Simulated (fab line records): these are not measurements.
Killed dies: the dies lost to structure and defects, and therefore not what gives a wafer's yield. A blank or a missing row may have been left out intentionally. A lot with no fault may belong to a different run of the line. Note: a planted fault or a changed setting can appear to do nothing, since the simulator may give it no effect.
The same fault as seen by 2 desks + flow gf180mcu + each desk has only its own numbers; what lay behind them comes last

== FOR THE TOOL OWNER'S DESK: pvd_sputter-04 ==
At GF_V4_SPUTTER_22 (material TiN, target thk 10 nm, time 40 s) the tool's own readings: per lot run on this tool, the mean of the sampled wafers that have a number. Marked OUT: a lot whose mean sits more than 4 standard deviations from the usual mean, which makes it out of limits; the brackets give that distance.
Columns: A = cathode_dc_power_W at GF_V4_SPUTTER_22, usual 4000.0 W; B = chamber_pressure_pa at GF_V4_SPUTTER_22, usual 4.999 Pa; C = throttle_valve_pct at GF_V4_SPUTTER_22, usual 29.8 %
| lot  | first seen here | A      | B     | C    |
|------|-----------------|--------|-------|------|
| L279 | day 25 20:23    | 4000.0 | 5.005 | 29.7 |
| L290 | day 29 08:08    | 4000.4 | 5.008 | 30.4 |
This desk's finding: nothing out of limits on any of the 2 lots.

== METROLOGY DESK ==
Lot by lot, what the gauges showed, no matter which tool ran the lot: averages of those sampled wafers that carry a number. Marked OUT: a lot whose mean sits more than 4 standard deviations from the usual mean, which makes it out of limits; the brackets give that distance.
Columns: A = cd_nm at GF_V4_CD_MEAS_14, usual 260.0 nm; B = V4_OVL at GF_V4_OVL_MEAS_15, usual 1 nm
| lot  | first seen here | A     | B  |
|------|-----------------|-------|----|
| L275 | day 24 09:34    | 257.7 | 6  |
| L279 | day 25 19:11    | 260.0 | -7 |
| L290 | day 29 07:04    | 260.4 | 2  |
| L292 | day 29 19:28    | 257.9 | -3 |
| L296 | day 30 19:22    | 260.6 | 5  |
This desk's finding: nothing out of limits on any of the 5 lots.

== TAKEN TOGETHER ==
The tool owner's desk saw nothing out of limits.
At the metrology desk, nothing out of limits was observed.

== WHAT WAS PUT IN BY THE SIMULATOR ==
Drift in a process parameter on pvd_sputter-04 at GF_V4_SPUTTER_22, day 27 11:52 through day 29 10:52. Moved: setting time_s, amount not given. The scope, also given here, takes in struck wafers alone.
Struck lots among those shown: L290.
